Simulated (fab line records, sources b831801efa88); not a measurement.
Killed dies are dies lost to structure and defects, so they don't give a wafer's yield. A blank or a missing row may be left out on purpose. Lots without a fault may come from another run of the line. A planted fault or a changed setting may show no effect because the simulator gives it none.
fab line records | flow sky130
record lots=5 wafers=15 last_day=50
route steps=708 shown RES_PROTECT@212 POLY_GATE@213 PAD_OPEN@708
lots that met no fault: from a run of the same line without faults
start_h: hours from the record's first day to the start of the lot's first wafer shown | wait_h: hours since the lot's step before | " the same as in the row above | L1.1+2: a row that stands for several wafers | - no value, or no start given | * or withheld: withheld | < > ~ a bound
route shown NAME@n: a module of which the file shows steps, and the number in the route of the first | usual: mean/standard deviation of fault-free wafers | same: alike in all rows | chamber/n: place in a boat | sites: the reading at each site | _std_site: their standard deviation | _edge_site: outer sites' mean less inner sites' | radius_mm: how far each site lies from the wafer's centre | mask NAME#n: copy n | behind: the tool/chamber that last shaped the wafer | hold: why the lot was held/for how many hours/how that ended | device: the transistor (n, p or np) that didn't switch | end of line: the same wafers' tests at the end of the route | a step without rows: its recipe alone | killed: dies lost to structure and defects at the first sort, not the wafer's yield | map: a wafer's dies, x killed, . not, _ none there
set.NAME: the setting as run; set.NAME@STEP: as run at that earlier step | model.NAME: the simulator's own value behind a step, which no gauge read
lots at some steps of the route; a table a step, a row a wafer
services: from which hour (start_h, from the record's first day; less than 0 if before it) a tool's chamber was out of use, for how many hours, and why
## steps
# step SKY_RES_PROTECT_DEVELOP_06
# recipe resist=NOVOLAK developer=TMAH develop_time_s=60 dev_temp_c=23
# step SKY_POLY_GATE_IMPLANT_02
# recipe species=P energy_kev=30 dose_cm2=7.7e+15 tilt_deg=0
# step SKY_RES_PROTECT_STRIP_07
# recipe chemistry=O2/N2 power_w=1400 pressure_mtorr=1500 platen_temp_c=withheld o2_flow_sccm=3000 n2_flow_sccm=300 overash_fraction=0.5
# usual drypump_motor_current_A=5.8/0.48 oes_product_au=0.518/0.0045 strip_time_to_endpoint_s=23.28/0.038
# columns lot.wafer tool chamber start_h wait_h drypump_motor_current_A oes_product_au rf_hours_counter_h strip_time_to_endpoint_s
L317.2 plasma_asher-03 1 331.90 0.1 5.7 0.513 64 23.33
L317.3 " 1 " " 5.7 0.519 - 23.30
L317.5 " 1 " " 5.7 0.516 - 23.33
L329.1 plasma_asher-03 1 448.95 0.1 5.7 0.513 75 23.22
L329.4 " 0 " " 6.3 0.519 - 23.30
L329.6 " 0 " " 6.3 0.515 - 23.25
L338.2 plasma_asher-01 1 524.32 0.1 6.3 0.522 9 23.25
L338.4 " 1 " " 6.3 0.510 - 23.25
L338.5 " 0 " " 4.9 0.517 - 23.29
L339.3 plasma_asher-03 1 540.38 0.1 5.7 0.516 - 23.28
L339.5 " 0 " " 6.4 0.514 - 23.25
L339.6 " 1 " " 5.7 0.511 - 23.28
L340.3 plasma_asher-02 1 556.48 0.1 5.5 0.522 - 23.27
L340.5 " 0 " " 6.0 0.516 - 23.24
L340.6 " 1 " " 5.5 0.521 - 23.29
# step SKY_RES_PROTECT_TW_MEAS_08
# usual POLY_GATE_TW=4026/52
# columns lot.wafer tool chamber start_h wait_h POLY_GATE_TW
L317.2 film_metro-02 - 332.01 0.1 4059
L317.3 " - " " 4055
L317.5 " - " " 4061
L329.1 film_metro-02 - 449.05 0.1 4009
L329.4 " - " " 4049
L329.6 " - " " 4034
L338.2 film_metro-04 - 524.43 0.1 4102
L338.4 " - " " 4059
L338.5 " - " " 4062
L339.3 film_metro-02 - 540.47 0.1 4057
L339.5 " - " " 4054
L339.6 " - " " 4071
L340.3 film_metro-02 - 556.56 0.1 4030
L340.5 " - " " 4033
L340.6 " - " " 4023
# step SKY_RES_PROTECT_CLEAN_09
# recipe chemistry=SC1/SC2 mix=1:4:20 temp_c=70 time_s=150 dry=n2_spin
# step SKY_POLY_GATE_CVD_03
# recipe material=Si3N4 precursor=DCS/NH3 target_thk_nm=75 temp_c=770 time_s=1290 pressure_mtorr=250
# step SKY_POLY_GATE_THK_MEAS_04
# recipe reads=Si3N4_of_POLY_GATE_CVD_03
# usual POLY_GATE_CVD_03_THK=75.0/0.71
# columns lot.wafer tool chamber start_h wait_h POLY_GATE_CVD_03_THK[nm]
L317.2 film_metro-01 - 333.55 0.0 74.0
L317.3 " - " " 74.3
L317.5 " - " " 73.8
L329.1 film_metro-03 - 451.67 0.0 75.6
L329.4 " - " " 75.2
L329.6 " - " " 75.0
L338.2 film_metro-01 - 526.57 0.0 74.3
L338.4 " - " " 74.4
L338.5 " - " " 74.5
L339.3 film_metro-04 - 541.94 0.0 74.8
L339.5 " - " " 74.5
L339.6 " - " " 74.6
L340.3 film_metro-01 - 558.03 0.0 74.7
L340.5 " - " " 75.4
L340.6 " - " " 75.4
# step SKY_POLY_GATE_DEHYDRATE_05
# recipe temp_c=200 time_s=60
# step SKY_POLY_GATE_HMDS_06
# recipe prime_time_s=60 prime_temp_c=120
# step SKY_POLY_GATE_COAT_07
# recipe resist=BARC temp_c=withheld time_s=withheld spin_rpm=3000 resist_thk_nm=110
# step SKY_POLY_GATE_COAT_08
# recipe resist=KrF-thick spin_rpm=3000 resist_thk_nm=450
# step SKY_POLY_GATE_SOFTBAKE_09
# recipe temp_c=100 time_s=90 resist=KrF-thick
# step SKY_POLY_GATE_EXPOSE_10
# recipe mask_id=P1M na=0.68 source_shape=conventional sigma_outer=0.6 target_cd_nm=150 dose_mj=28
# columns lot.wafer tool chamber start_h wait_h mask
L317.2+3+5 krf_scanner-02 0 345.99 - P1M#0
L329.1+4+6 krf_scanner-01 0 466.67 - P1M_R1#0
L338.2+4+5 krf_scanner-02 0 541.78 - P1M#0
L339.3+5+6 krf_scanner-01 0 557.40 - P1M#0
L340.3+5+6 krf_scanner-01 0 572.65 - P1M#0
# step SKY_POLY_GATE_PEB_11
# recipe peb_temp_c=withheld peb_time_s=withheld resist=KrF-thick
# step SKY_POLY_GATE_DEVELOP_12
# recipe develop_time_s=60 resist=KrF-thick dev_temp_c=21
# step SKY_POLY_GATE_CD_MEAS_13
# recipe target_cd_nm=150
# usual cd_nm=150.6/1.2
# columns lot.wafer tool chamber start_h wait_h cd_nm
L317.2 cd_sem-01 - 358.81 - 150.5
L317.3 " - " " 149.6
L317.5 " - " " 150.3
L329.1 cd_sem-01 - 482.17 - 173.3
L329.4 " - " " 174.7
L329.6 " - " " 173.7
L338.2 cd_sem-02 - 556.66 - 146.3
L338.4 " - " " 148.2
L338.5 " - " " 148.4
L339.3 cd_sem-02 - 571.73 - 149.6
L339.5 " - " " 151.2
L339.6 " - " " 151.2
L340.3 cd_sem-01 - 587.58 - 152.1
L340.5 " - " " 150.7
L340.6 " - " " 150.7
# step SKY_POLY_GATE_OVL_MEAS_14
# usual POLY_GATE_OVL=7/4.6
# columns lot.wafer tool chamber start_h wait_h POLY_GATE_OVL[nm]
L317.2 overlay-01 - 358.91 0.1 7
L317.3 " - " " 7
L317.5 " - " " 4
L329.1 overlay-02 - 482.29 0.1 8
L329.4 " - " " 14
L329.6 " - " " 11
L338.2 overlay-01 - 556.77 0.1 17
L338.4 " - " " 17
L338.5 " - " " 14
L339.3 overlay-02 - 571.82 0.1 1
L339.5 " - " " 10
L339.6 " - " " 1
L340.3 overlay-02 - 587.68 0.1 5
L340.5 " - " " 0
L340.6 " - " " 4
# step SKY_POLY_GATE_ETCH_15
# recipe chemistry=N2/H2 target=BARC ion_energy_ev=200 source_w=500 bias_w=100 pressure_mtorr=30 n2_flow_sccm=100 h2_flow_sccm=200 stop_on=SiO2 time_s=118.5 target_depth_a=1100
# usual drypump_motor_current_A=5.9/0.62 oes_product_au=0.717/0.005 throttle_valve_pct=13.214/0.0087
# columns lot.wafer tool chamber start_h wait_h drypump_motor_current_A oes_product_au rf_hours_counter_h throttle_valve_pct model.POLY_GATE.cd_nm
L317.2 rie_diel-01 2 358.94 0.0 5.3 0.709 3 13.224 149.5
L317.3 " 1 " " 5.8 0.715 14 13.211 151.4
L317.5 " 0 " " 6.6 0.712 - 13.216 151.7
L329.1 rie_diel-01 1 482.32 0.0 5.8 0.715 18 13.208 172.3
L329.4 " 1 " " 5.8 0.720 - 13.210 174.4
L329.6 " 2 " " 5.3 0.722 - 13.212 173
L338.2 rie_diel-04 0 556.80 0.0 5.8 0.713 81 13.208 143.8
L338.4 " 1 " " 6.8 0.713 3 13.220 146.8
L338.5 " 3 " " 5.1 0.718 - 13.208 149.6
L339.3 rie_diel-01 0 571.84 0.0 6.6 0.705 0 13.209 151.3
L339.5 " 2 " " 5.3 0.719 - 13.216 151.5
L339.6 " 0 " " 6.6 0.717 - 13.208 152.1
L340.3 rie_diel-04 3 587.70 0.0 5.1 0.720 5 13.203 153.5
L340.5 " 2 " " 6.8 0.724 - 13.226 151.1
L340.6 " 3 " " 5.1 0.716 - 13.202 151.9
# step SKY_POLY_GATE_ETCH_16
# recipe stop_on=poly-Si chemistry=CH3F/O2 target=Si3N4 source_w=400 bias_w=80 pressure_mtorr=25 ch3f_flow_sccm=40 O2_flow_sccm=30 time_s=147.5 target_depth_a=750
# usual drypump_motor_current_A=5.9/0.62 oes_product_au=0.640/0.0057 throttle_valve_pct=10.535/0.0087
# columns lot.wafer tool chamber start_h wait_h drypump_motor_current_A oes_product_au rf_hours_counter_h throttle_valve_pct
L317.2 rie_diel-01 2 359.03 0.0 5.3 0.637 3 10.535
L317.3 " 1 " " 5.8 0.630 15 10.543
L317.5 " 0 " " 6.6 0.633 - 10.524
L329.1 rie_diel-01 1 482.40 0.0 5.8 0.645 18 10.535
L329.4 " 1 " " 5.8 0.634 - 10.532
L329.6 " 2 " " 5.3 0.645 - 10.530
L338.2 rie_diel-04 0 556.88 0.0 5.8 0.634 81 10.534
L338.4 " 1 " " 6.8 0.643 3 10.538
L338.5 " 3 " " 5.1 0.638 - 10.545
L339.3 rie_diel-01 0 571.93 0.0 6.6 0.646 0 10.526
L339.5 " 2 " " 5.3 0.642 - 10.537
L339.6 " 0 " " 6.5 0.629 - 10.540
L340.3 rie_diel-04 3 587.78 0.0 5.1 0.644 5 10.537
L340.5 " 2 " " 6.8 0.644 - 10.529
L340.6 " 3 " " 5.1 0.643 - 10.543
# step SKY_POLY_GATE_ETCH_17
# recipe target_depth_nm=180 stop_on=SiO2 over_etch_frac=0.56667 chemistry=HBr/Cl2 target=poly-Si icp_w=400 bias_w=100 pressure_mtorr=10 HBr_flow_sccm=150 Cl2_flow_sccm=50 time_s=70.5
# usual HBr_flow_sccm=150.0/0.42 drypump_motor_current_A=5.8/0.5 oes_product_au=0.985/0.0076 throttle_valve_pct=33.684/0.009
# columns lot.wafer tool chamber start_h wait_h HBr_flow_sccm drypump_motor_current_A oes_product_au rf_hours_counter_h throttle_valve_pct model.POLY_GATE.cd_nm
L317.2 rie_si-02 2 359.13 0.0 150.1 6.3 0.981 2 33.675 150.5
L317.3 " 0 " " 149.6 5.8 0.989 3 33.675 150.7
L317.5 " 3 " " 149.9 5.3 1.003 - 33.677 151
L329.1 rie_si-01 3 482.50 0.0 150.0 6.4 0.981 39 33.691 171.4
L329.4 " 2 " " 150.3 6.0 0.963 3 33.685 176.2
L329.6 " 2 " " 150.0 6.0 0.975 - 33.704 174.5
L338.2 rie_si-01 1 556.98 0.0 149.8 4.7 1.001 3 33.694 141.7
L338.4 " 2 " " 150.9 6.0 0.977 3 33.702 147.3
L338.5 " 3 " " 149.7 6.3 0.984 - 33.684 148.8
L339.3 rie_si-02 3 572.02 0.0 150.6 5.3 0.984 1 33.684 151.1
L339.5 " 3 " " 150.0 5.3 0.995 - 33.696 151
L339.6 " 2 " " 150.2 6.4 1.002 - 33.673 151.3
L340.3 rie_si-02 0 587.88 0.0 150.4 5.8 0.990 4 33.691 153.4
L340.5 " 1 " " 150.2 6.0 0.981 - 33.684 151
L340.6 " 2 " " 150.3 6.4 0.986 - 33.675 152.1
# step SKY_POLY_GATE_STRIP_18
# recipe chemistry=O2/N2 power_w=1400 pressure_mtorr=1500 platen_temp_c=withheld o2_flow_sccm=3000 n2_flow_sccm=300 overash_fraction=0.5
# usual drypump_motor_current_A=5.9/0.5 oes_product_au=0.360/0.0046 strip_time_to_endpoint_s=3.17/0.037
# columns lot.wafer tool chamber start_h wait_h drypump_motor_current_A oes_product_au rf_hours_counter_h strip_time_to_endpoint_s
L317.2 plasma_asher-04 0 359.18 0.0 6.6 0.360 53 3.16
L317.3 " 1 " " 5.8 0.360 - 3.15
L317.5 " 0 " " 6.6 0.356 - 3.19
L329.1 plasma_asher-04 1 482.56 0.0 5.8 0.361 65 3.16
L329.4 " 0 " " 6.6 0.357 - 3.16
L329.6 " 1 " " 5.7 0.369 - 3.20
L338.2 plasma_asher-02 1 557.04 0.0 5.5 0.361 42 3.17
L338.4 " 0 " " 5.9 0.369 - 3.22
L338.5 " 0 " " 6.0 0.362 - 3.22
L339.3 plasma_asher-04 1 572.11 0.1 5.8 0.368 - 3.20
L339.5 " 0 " " 6.6 0.360 - 3.22
L339.6 " 1 " " 5.8 0.359 - 3.18
L340.3 plasma_asher-02 1 587.97 0.1 5.5 0.357 - 3.15
L340.5 " 0 " " 5.9 0.355 - 3.19
L340.6 " 1 " " 5.5 0.360 - 3.15
# step SKY_PAD_OPEN_PROBE_99
# usual killed_at_M0_to_M3=44/7.2 killed_at_M4_up=3.4/2.1 killed_at_contacts=24/5.5 killed_at_front_end=15/4.6 killed_at_other=0.4/0.64 killed_dies=86/9.1 killed_on_rim=17/3.8 killed_open=47/7.5 killed_short=39/5.8
# same gross_dies=492 killed_at_back_side=0
# columns lot.wafer tool chamber start_h wait_h killed_at_M0_to_M3 killed_at_M4_up killed_at_contacts killed_at_front_end killed_at_other killed_dies killed_on_rim killed_open killed_short
L317.2 prober-01 - 1066.46 0.1 45 4 22 14 1 86 17 59 25
L317.3 prober-01 - 1066.51 0.2 38 3 25 14 2 82 14 35 47
L317.5 prober-01 - 1066.61 0.2 22 3 25 14 0 64 12 37 27
L329.1 prober-02 - 1150.81 0.1 60 2 16 86 0 164 53 49 44
L329.4 prober-02 - 1150.96 0.2 49 1 28 99 1 178 60 62 39
L329.6 prober-02 - 1151.06 0.2 48 5 16 86 0 155 52 41 39
L338.2 prober-02 - 1194.16 0.1 31 1 25 21 1 79 14 50 29
L338.4 prober-02 - 1194.26 0.2 29 4 29 30 1 93 19 41 49
L338.5 prober-02 - 1194.31 0.2 39 3 28 15 0 85 17 45 40
L339.3 prober-01 - 1199.61 0.2 44 4 30 20 0 98 18 51 47
L339.5 prober-01 - 1199.71 0.2 41 6 23 21 1 92 18 41 50
L339.6 prober-01 - 1199.76 0.2 36 0 31 18 0 85 14 47 38
L340.3 prober-01 - 1205.57 0.2 61 2 16 17 0 96 20 51 44
L340.5 prober-01 - 1205.67 0.2 48 4 18 21 0 91 15 62 29
L340.6 prober-01 - 1205.72 0.2 45 4 39 14 0 102 25 56 46
# killed by level:class
L317.2 VIA1:geometric_particle:open=14 VIA3:geometric_particle:open=11 CONTACT:geometric_particle:open=8 VIA2:geometric_particle:open=7 FIELD_ISO:geometric_particle:open=5 LI_CONTACT:geometric_particle:open=5 FIELD_ISO:geometric_particle:short=3 LI_CONTACT:geometric_particle:short=3
L317.3 METAL2:geometric_particle:short=11 CONTACT:geometric_particle:open=9 VIA1:geometric_particle:open=8 VIA1:geometric_particle:short=7 CONTACT:geometric_particle:short=6 FIELD_ISO:geometric_particle:short=5 LI_CONTACT:geometric_particle:open=4 VIA3:geometric_particle:open=4
L317.5 CONTACT:geometric_particle:open=9 LOCAL_INTERCONNECT:geometric_particle:short=7 LI_CONTACT:geometric_particle:open=6 VIA1:geometric_particle:open=6 FIELD_ISO:geometric_particle:open=5 METAL1:geometric_particle:short=5 VIA3:geometric_particle:open=4 FIELD_ISO:geometric_particle:short=4
L329.1 POLY_GATE:area_expose=71 VIA1:geometric_particle:open=13 VIA2:geometric_particle:open=8 METAL2:geometric_particle:short=7 VIA3:geometric_particle:open=7 VIA1:geometric_particle:short=6 LOCAL_INTERCONNECT:geometric_particle:short=5 CONTACT:geometric_particle:open=5
L329.4 POLY_GATE:area_expose=77 VIA1:geometric_particle:open=12 CONTACT:geometric_particle:open=12 VIA3:geometric_particle:open=8 VIA1:geometric_particle:short=8 VIA2:geometric_particle:open=8 FIELD_ISO:geometric_particle:open=5 LI_CONTACT:geometric_particle:open=5
L329.6 POLY_GATE:area_expose=75 METAL2:geometric_particle:short=11 VIA1:geometric_particle:open=8 VIA2:geometric_particle:open=8 VIA3:geometric_particle:open=6 CONTACT:geometric_particle:open=6 FIELD_ISO:geometric_particle:short=4 METAL1:geometric_particle:short=4
L338.2 CONTACT:geometric_particle:open=10 LI_CONTACT:geometric_particle:open=8 VIA1:geometric_particle:open=8 FIELD_ISO:geometric_particle:open=5 VIA1:geometric_particle:short=5 VIA2:geometric_particle:open=5 SONOS_ONO:geometric_particle:open=3 POLY_GATE:geometric_particle:short=3
L338.4 CONTACT:geometric_particle:open=11 FIELD_ISO:geometric_particle:short=7 POLY_GATE:geometric_particle:short=7 CONTACT:geometric_particle:short=6 VIA1:geometric_particle:open=6 FIELD_ISO:geometric_particle:open=5 POLY_GATE:geometric_particle:open=5 METAL2:geometric_particle:short=5
L338.5 CONTACT:geometric_particle:open=11 VIA1:geometric_particle:open=10 VIA3:geometric_particle:open=8 FIELD_ISO:geometric_particle:short=6 VIA3:geometric_particle:short=6 LOCAL_INTERCONNECT:geometric_particle:short=5 METAL1:geometric_particle:short=5 LI_CONTACT:geometric_particle:open=4
L339.3 LI_CONTACT:geometric_particle:open=9 VIA1:geometric_particle:open=9 VIA1:geometric_particle:short=9 CONTACT:geometric_particle:open=7 POLY_GATE:geometric_particle:short=6 CONTACT:geometric_particle:short=6 VIA3:geometric_particle:open=6 FIELD_ISO:geometric_particle:short=4
L339.5 VIA1:geometric_particle:open=7 LI_CONTACT:geometric_particle:open=7 VIA2:geometric_particle:open=7 FIELD_ISO:geometric_particle:short=6 LI_CONTACT:geometric_particle:short=5 CONTACT:geometric_particle:short=5 METAL1:geometric_particle:short=5 FIELD_ISO:geometric_particle:open=4
L339.6 LI_CONTACT:geometric_particle:open=10 VIA1:geometric_particle:open=8 CONTACT:geometric_particle:open=7 LI_CONTACT:geometric_particle:short=5 CONTACT:geometric_particle:short=5 VIA3:geometric_particle:open=5 FIELD_ISO:geometric_particle:open=4 FIELD_ISO:geometric_particle:short=4
L340.3 VIA1:geometric_particle:open=16 METAL1:geometric_particle:short=10 CONTACT:geometric_particle:open=7 VIA3:geometric_particle:open=7 VIA2:geometric_particle:open=6 VIA1:geometric_particle:short=5 FIELD_ISO:geometric_particle:open=4 POLY_GATE:geometric_particle:open=4
L340.5 VIA2:geometric_particle:open=12 VIA1:geometric_particle:open=9 FIELD_ISO:geometric_particle:open=8 LI_CONTACT:geometric_particle:open=7 CONTACT:geometric_particle:open=6 VIA3:geometric_particle:open=5 METAL1:geometric_particle:short=5 POLY_GATE:geometric_particle:open=4
L340.6 CONTACT:geometric_particle:open=13 VIA3:geometric_particle:open=9 CONTACT:geometric_particle:short=8 VIA1:geometric_particle:open=8 METAL1:geometric_particle:short=8 VIA2:geometric_particle:open=7 FIELD_ISO:geometric_particle:open=6 LOCAL_INTERCONNECT:geometric_particle:short=6
# map L329.4 (x killed, . not)
__________..x.xxx..x_________
________.......x...x.x_______
______...x.x.x..xx...x.._____
_____.x......x...x.....xx____
____.......x...x........xx___
___..x.....x.x.....x....x.x__
__...........x..x.x........x_
_.xx...xx..........x.......xx
_...xx...............xx..xxxx
_.xx.x.x.....x...x..x....x.xx
_x..x...x......xxxx.xx.x.x.xx
_xx..xx..........x.x....x..x.
_...x..x..xx...x..x...xx.....
_x...x...x......x.xx...x.xxxx
_.x......xx...x...x.......xxx
__xx...x....x........xxx.xxx_
___.xxx.....xx..x.x....xxxx__
____.xx........xxx.xx.x..x___
_____xx.x.xxx.x...xx.x.xx____
______xxxx..x.x..xxx.xxx_____
________xxx.xxxx.x.x.x_______
__________xx.x.xxxxx_________
# map L339.3 (x killed, . not)
__________.........._________
________.............._______
______xxx...x.x..x...x.x_____
_____......x...xx.....x.x____
____...x...xx............x___
___.....xx...xxx...x.x.....__
__...................x.x...._
_.......xx.............x.....
_..x......x.xx.......x.......
_.x....x...x.xx..x...x.......
_..xx.......x..x.x.xx.....xx.
_........x................x.x
_x..x..x..............x..x...
_......xx...x....xx......x.x.
_....x...x....x..x....x......
__..x.x......x...........x.._
___.xx.xxxx.....x........xx__
____xx.....x...x..........___
_____..x..x.xx......xx...____
______..........x......._____
________.x............_______
__________..xx...x.._________
## services
# columns tool chamber start_h hours kind
plasma_asher-04 - 309.79 17.7 repair
rie_diel-04 2 314.41 2.6 repair
rie_diel-04 - 328.94 28.1 pm
krf_scanner-01 - 346.75 0.5 repair
plasma_asher-02 - 350.67 2.8 repair
rie_diel-04 - 357.04 2.8 pm
rie_diel-04 1 359.76 9.7 repair
rie_diel-01 0 362.95 11.1 repair
krf_scanner-01 - 364.26 0.8 pm
rie_diel-01 - 371.86 0.3 repair
plasma_asher-03 - 373.74 6.5 repair
rie_diel-04 - 383.64 0.4 repair
rie_diel-01 2 393.37 4.1 repair
rie_diel-01 0 403.54 16.1 repair
rie_diel-01 2 412.60 10.8 repair
rie_diel-01 3 444.35 5.0 repair
rie_diel-01 0 451.40 6.1 repair
krf_scanner-01 - 457.05 1.3 pm
krf_scanner-01 - 463.49 1.0 pm
rie_diel-04 2 473.85 4.6 repair
plasma_asher-02 - 496.06 3.6 repair
rie_diel-01 - 500.88 0.3 repair
rie_diel-01 - 509.70 28.1 pm
rie_diel-01 3 563.69 26.5 repair
## key
first_sign step=SKY_POLY_GATE_EXPOSE_10 reading=mask direction=changed
effect step=SKY_POLY_GATE_CD_MEAS_13 reading=cd_nm direction=up sigmas=20 usual=150.6 struck=173.9
effect step=SKY_PAD_OPEN_PROBE_99 reading=killed_at_front_end direction=up sigmas=16 usual=15 struck=90
model_effect step=SKY_POLY_GATE_ETCH_15 value=POLY_GATE.cd_nm without=151.2 struck=173.2
model_effect step=SKY_POLY_GATE_ETCH_17 value=POLY_GATE.cd_nm without=152 struck=174
more_kills_born_at SKY_POLY_GATE_EXPOSE_10@krf_scanner-01=223
met_at SKY_POLY_GATE_EXPOSE_10
struck_wafers L329.1,L329.4,L329.6
tester_left_out L329
fault kind=wrong_mask tool=any chamber=- onset_h=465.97 steps=SKY_POLY_GATE_EXPOSE_10 aux_copy=P1M_R1#0 cd_offset_nm=22 scope=struck_lots_only
# tester_left_out: of these lots the tester's yield and bins aren't shown, on N5 and GAA mostly nor the transistor test; their killed dies are dies lost to structure and defects alone, not to doping, threshold or leakage, so they don't give the yield
